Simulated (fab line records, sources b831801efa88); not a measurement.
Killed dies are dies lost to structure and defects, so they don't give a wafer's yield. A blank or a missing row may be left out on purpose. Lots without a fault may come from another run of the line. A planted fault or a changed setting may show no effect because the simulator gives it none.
Problem report in the 8D (eight disciplines) form, filled by code | flow sky130 | the parts of the form that need people (team, actions taken, sign-off) are left out

1. THE PROBLEM
oes_product_au at SKY_NWELL_STRIP_14 reads a mean of 0.801 a.u. on 4 wafers of 2 lots; wafers without a fault read 0.722 a.u. with a standard deviation of 0.0045. That is +18 standard deviations from the usual mean.
The step: strips in O2/N2.
First seen on wafer L627.2, day 9 00:16, on plasma_asher-01. The record holds 39 wafers of 13 lots with a number at this step. Rule for "out", or "out of limits": more than 4 standard deviations from the usual mean. The other wafers with a number count as sound.

2. WHAT IT IS AND WHAT IT IS NOT
question                    | is                             | is not
which readings at this step | oes_product_au                 | drypump_motor_current_A, strip_time_to_endpoint_s
which lots                  | L627, L628                     | L612, L613, L614, L615, L617, L618, L620, L621, L623, L624, L633
which wafers of those lots  | L627.2, L627.5, L628.1, L628.3 | L627.3, L628.5
read on which tools         | plasma_asher-01                | plasma_asher-03, plasma_asher-04
when                        | from day 9 00:16               | up to then (31 sound wafers); but 4 sound wafers of L628, L633 came after

3. SUSPECTS, AND WHAT RULES EACH OUT
Counting: a tool at a process step up to the reading stays a suspect if it ran every lot that is out. Sound lots after the first of them don't rule it out here, since some wafers of a struck lot are sound.
- plasma_asher-01 at SKY_NWELL_STRIP_14 (strips in O2/N2): kept. It ran every lot that is out, first L627 (day 9 00:16); its last sound lot up to then is L623 (day 7 16:09). Its own readings are out on those wafers: oes_product_au.
- Within plasma_asher-01 at SKY_NWELL_STRIP_14: the wafers that are out ran in chamber 1; their sound lot-mates ran in chamber 0.
Left after counting: plasma_asher-01 at SKY_NWELL_STRIP_14.

4. THE CAUSE (what the simulator had put in)
Process parameter drift: plasma_asher-01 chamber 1, from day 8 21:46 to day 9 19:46, at SKY_NWELL_STRIP_14. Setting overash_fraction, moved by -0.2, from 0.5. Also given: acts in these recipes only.
Counting left only this tool.

5. THE CHAIN OF EFFECTS, in route order
Each row: a reading whose mean over the struck wafers that have a number lies more than 3 standard deviations from the usual. Only readings for which the record gives a usual standard deviation are gone through. hours: the time from each lot's start at the first step in this table that gives one to its start at this step, as a median over the lots. sigmas: the change in usual standard deviations.
hours | step               | reading        | usual      | on struck wafers | change | sigmas
0     | SKY_NWELL_STRIP_14 | oes_product_au | 0.722 a.u. | 0.801            | +0.079 | +18
The process steps in it:
- SKY_NWELL_STRIP_14: strips in O2/N2.

6. WHAT WOULD HAVE CAUGHT IT SOONER
In this record the first reading out of limits was taken at day 9 00:16, 3 hours after the fault began at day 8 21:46.
